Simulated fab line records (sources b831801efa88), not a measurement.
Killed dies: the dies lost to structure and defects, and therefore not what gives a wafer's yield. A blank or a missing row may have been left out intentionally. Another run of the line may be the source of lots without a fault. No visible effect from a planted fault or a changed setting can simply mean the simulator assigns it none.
Chamber matching || flow sky130 || cmp-02 running SKY_VIA4_CMP_02: 4 sister chambers
The step polishes SiO2. 16 wafers are shown with their chamber, then 8 later ones without.

WAFERS PAIRED WITH THEIR CHAMBERS
{"wafer": "L710.4", "chamber": 2, "motorCurrentA (A)": 10.7}
{"wafer": "L710.5", "chamber": 0, "motorCurrentA (A)": 10.5}
{"wafer": "L710.6", "chamber": 1, "motorCurrentA (A)": 12.9}
{"wafer": "L711.1", "chamber": 0, "motorCurrentA (A)": 10.8}
{"wafer": "L711.5", "chamber": 0, "motorCurrentA (A)": 10.8}
{"wafer": "L711.6", "chamber": 1, "motorCurrentA (A)": 12.7}
{"wafer": "L713.1", "chamber": 3, "motorCurrentA (A)": 10.9}
{"wafer": "L713.2", "chamber": 2, "motorCurrentA (A)": 10.5}
{"wafer": "L713.4", "chamber": 0, "motorCurrentA (A)": 10.7}
{"wafer": "L716.2", "chamber": 0, "motorCurrentA (A)": 11.4}
{"wafer": "L716.3", "chamber": 1, "motorCurrentA (A)": 12.0}
{"wafer": "L716.5", "chamber": 2, "motorCurrentA (A)": 10.3}
{"wafer": "L718.1", "chamber": 3, "motorCurrentA (A)": 12.4}
{"wafer": "L718.3", "chamber": 0, "motorCurrentA (A)": 10.8}
{"wafer": "L718.6", "chamber": 3, "motorCurrentA (A)": 12.2}
{"wafer": "L721.3", "chamber": 1, "motorCurrentA (A)": 12.4}

SIGNATURES (averages over the wafers above)
{"reading": "motorCurrentA", "chamber 0": 10.833, "chamber 1": 12.500, "chamber 2": 10.500, "chamber 3": 11.833, "scatter within a chamber": 0.44}
Rule: for each reading, subtract the chamber's mean from the wafer's reading, divide by that reading's scatter and square the result; add these up over the readings and take the root, which gives the wafer's distance from the chamber. If the next closest chamber is less than 2 further off than the closest, the wafer can't be placed; otherwise it belongs to the closest. The scatter is the square root of a quotient: the sum, over the shown wafers, of each reading's squared deviation from its chamber's mean, divided by wafers minus chambers.

WAFERS WHOSE CHAMBER IS MISSING
{"wafer": "L721.5", "motorCurrentA (A)": 12.6}
{"wafer": "L721.6", "motorCurrentA (A)": 10.9}
{"wafer": "L729.3", "motorCurrentA (A)": 10.7}
{"wafer": "L729.4", "motorCurrentA (A)": 13.0}
{"wafer": "L729.6", "motorCurrentA (A)": 10.4}
{"wafer": "L731.2", "motorCurrentA (A)": 10.7}
{"wafer": "L731.3", "motorCurrentA (A)": 12.0}
{"wafer": "L731.5", "motorCurrentA (A)": 10.1}

WHICH CHAMBER EACH ONE RAN IN
{"wafer": "L721.5", "from the rows above": "can't be placed: 1 or 3", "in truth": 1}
{"wafer": "L721.6", "from the rows above": "can't be placed: 0 or 2 or 3", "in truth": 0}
{"wafer": "L729.3", "from the rows above": "can't be placed: 0 or 2", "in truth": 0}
{"wafer": "L729.4", "from the rows above": "can't be placed: 1 or 3", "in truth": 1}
{"wafer": "L729.6", "from the rows above": "can't be placed: 2 or 0", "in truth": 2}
{"wafer": "L731.2", "from the rows above": "can't be placed: 0 or 2", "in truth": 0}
{"wafer": "L731.3", "from the rows above": "can't be placed: 3 or 1", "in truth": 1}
{"wafer": "L731.5", "from the rows above": "can't be placed: 2 or 0", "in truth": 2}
Correct placement for 0 of the 8. Can't be placed from these rows: 8 (the true chamber is among the candidates in 8). Wrongly placed: 0.
